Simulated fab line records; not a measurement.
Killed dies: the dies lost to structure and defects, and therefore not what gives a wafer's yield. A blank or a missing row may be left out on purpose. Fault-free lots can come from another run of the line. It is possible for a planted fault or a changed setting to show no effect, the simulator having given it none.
2 desks, one fault :: flow sky130 :: numbers are kept per desk, each desk with only its own; the story behind them comes last

## METROLOGY DESK
Means of the sampled wafers that have a number, per lot and without regard to the tool the lot ran on: this is what the gauges read. The brackets show how far a lot's mean lies from the usual mean; more than 4 standard deviations puts the lot out of limits, marked OUT.
Columns: A = NWELL_01_OVL at SKY_NWELL_OVL_MEAS_23, usual 0.8 nm; B = NWELL_2_TW at SKY_NWELL_TW_MEAS_26, usual 500; C = NWELL_RS at SKY_NWELL_RS_MEAS_29, usual 624.9 ohm/sq; D = PWDE_RS at SKY_NWELL_RS_MEAS_31, usual 5270 ohm/sq; E = cd_nm at SKY_VT_ADJUST_HVTP_CD_MEAS_07, usual 380.4 nm
lot: L403
first seen here: day 6 01:35
A: 3.7
B: 497
C: 625.4
D: 5284
E: 380.2

lot: L404
first seen here: day 6 07:13
A: -0.1
B: 492
C: 625.1
D: 5243
E: 380.3

lot: L408
first seen here: day 7 08:49
A: 1.7
B: 499
C: 627.9
D: 5273
E: 384.6

lot: L409
first seen here: day 7 13:18
A: 2.2
B: 496
C: 628.2
D: 5277
E: 382.9

lot: L414
first seen here: day 9 04:46
A: 1.7
B: 508
C: 626.1
D: 5281
E: 381.4

lot: L418
first seen here: day 9 20:07
A: 0.0
B: 506
C: 622.9
D: 5275
E: 376.1
This desk's finding: nothing out of limits on any of the 6 lots.

## TOOL OWNER'S DESK, litho_track-01
Per lot that ran on this tool, the mean of the sampled wafers carrying a number, from the tool's own readings at SKY_VT_ADJUST_HVTP_SOFTBAKE_03 (time 60 s). The brackets show how far a lot's mean lies from the usual mean; more than 4 standard deviations puts the lot out of limits, marked OUT.
Columns: A = heater_power_total_W at SKY_VT_ADJUST_HVTP_SOFTBAKE_03, usual 56.60 W; B = plate_temp_C at SKY_VT_ADJUST_HVTP_SOFTBAKE_03, usual 90.01 C
lot: L403
first seen here: day 6 11:25
A: 56.60
B: 90.03

lot: L404
first seen here: day 6 16:41
A: 56.60
B: 90.12

lot: L408
first seen here: day 7 18:17
A: 59.33 (+65) OUT
B: 93.15 (+26) OUT

lot: L409
first seen here: day 8 00:53
A: 59.39 (+66) OUT
B: 93.19 (+26) OUT
This desk finds L408, L409 out of limits, L408 being first, at day 7 18:17 (heater_power_total_W at SKY_VT_ADJUST_HVTP_SOFTBAKE_03). Within limits: L403, L404.

## PUT TOGETHER
The tool owner's desk could have raised an alarm at day 7 18:17, on L408, L409.
The metrology desk saw nothing out of limits.
The metrology desk has L408, L409 on record, within its limits.
The lots listed all ran SKY_VT_ADJUST_HVTP_SOFTBAKE_03 on litho_track-01.

## WHAT THE SIMULATOR HAD PUT IN
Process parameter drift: litho_track-01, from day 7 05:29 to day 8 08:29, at SKY_VT_ADJUST_HVTP_SOFTBAKE_03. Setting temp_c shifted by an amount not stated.
Lots struck among those shown: L408, L409.
Time in hours from fault onset to the first out-of-limits reading at each desk: the tool owner's desk, 13.
